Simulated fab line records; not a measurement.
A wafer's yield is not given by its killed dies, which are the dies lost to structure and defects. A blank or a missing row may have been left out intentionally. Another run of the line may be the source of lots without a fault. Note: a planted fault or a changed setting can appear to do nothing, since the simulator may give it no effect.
8D (eight disciplines) problem report, filled in by code :: flow gf180mcu :: the parts of the form that need people (team, actions taken, sign-off) are left out

1. THE ISSUE
Mean of cd nm at GF_M5_CD_MEAS_07: 256.7 nm across 6 wafers in 2 lots; on wafers with no fault it is 280.0 nm (standard deviation 1.2). That is -19 standard deviations from the usual mean.
The step: target cd 280 nm.
Earliest sighting: wafer L427.1 on cd sem-02 at day 29 01:17. The record has a number at this step for 36 wafers belonging to 12 lots. Rule for "out", or "out of limits": more than 4 standard deviations from the usual mean. The rest of the wafers with a number are treated as sound.

2. WHAT IT IS; WHAT IT IS NOT
question: which readings at this step
is: cd nm
is not: -

question: which lots
is: L427, L428
is not: L418, L419, L423, L430, L431, L434, L436, L437, L438, L440

question: which wafers of those lots
is: all that have a number
is not: -

question: read on which gauges
is: cd sem-01, cd sem-02
is not: -

question: when
is: from day 29 01:17
is not: up to then (9 sound wafers); but 21 sound wafers of L430, L431, L434, L436, L437, L438, L440 came after

3. SUSPECTS, AND WHAT RULES EACH OUT
Counting: a tool at any process step up to the reading remains a suspect when it ran all the lots that are out and ran no sound lot after the first of those.
- the gauge at GF_M5_CD_MEAS_07 has been ruled out. The wafers that are out were read on 2 gauges (cd sem-01, cd sem-02).
- pvd sputter-01 at GF_MIM_SPUTTER_02 (material AlCu, target thk 450 nm, time 23.9 s): ruled out as a lasting fault. After its first lot that is out, L427 (day 27 08:41), sound lots L430, L431 ran on it.
- litho track-02 at GF_M5_PEB_05 (peb time 90 s): ruled out as a lasting fault. After its first lot that is out, L427 (day 29 00:56), sound lots L437, L438 ran on it.
Left after counting: nothing in the record.

4. THE CAUSE (what the simulator had put in)
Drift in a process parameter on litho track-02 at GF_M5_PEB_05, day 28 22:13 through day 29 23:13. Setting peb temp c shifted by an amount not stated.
It was ruled out by counting, in error; the rule expects a fault to strike all lots run on its tool from its start on, and this fault did not.

5. THE CHAIN OF EFFECTS, in route order
Rows list readings where the struck wafers' mean (over those with a number) sits beyond 3 standard deviations from the usual. Scope: only readings with a usual standard deviation given in the record; hours: median across lots of the time from each lot's start at the first step in this table that gives one to its start at this step; sigmas: change in usual standard deviations.
hours: 0
step: GF_M5_PEB_05
reading: heater power total W
usual: 85.70 W
on struck wafers: 101.61
change: +15.91
sigmas: +99 or more

hours: 0
step: GF_M5_PEB_05
reading: plate temp C
usual: 135.01 C
on struck wafers: 154.09
change: +19.08
sigmas: +99 or more

hours: 0
step: GF_M5_CD_MEAS_07
reading: cd nm
usual: 280.0 nm
on struck wafers: 256.7
change: -23.3
sigmas: -19
Process steps it contains:
- GF_M5_PEB_05: peb time 90 s.

6. HOW IT WOULD HAVE BEEN CAUGHT EARLIER
In this record the first reading out of limits at a measuring or inspecting step was taken at day 29 01:17, 3 hours after the fault began at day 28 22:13.
At GF_M5_PEB_05, the tool's own readings (heater power total W, plate temp C) were out on each struck wafer the step has a row for, so an alarm limit on them would have fired on the first such wafer.
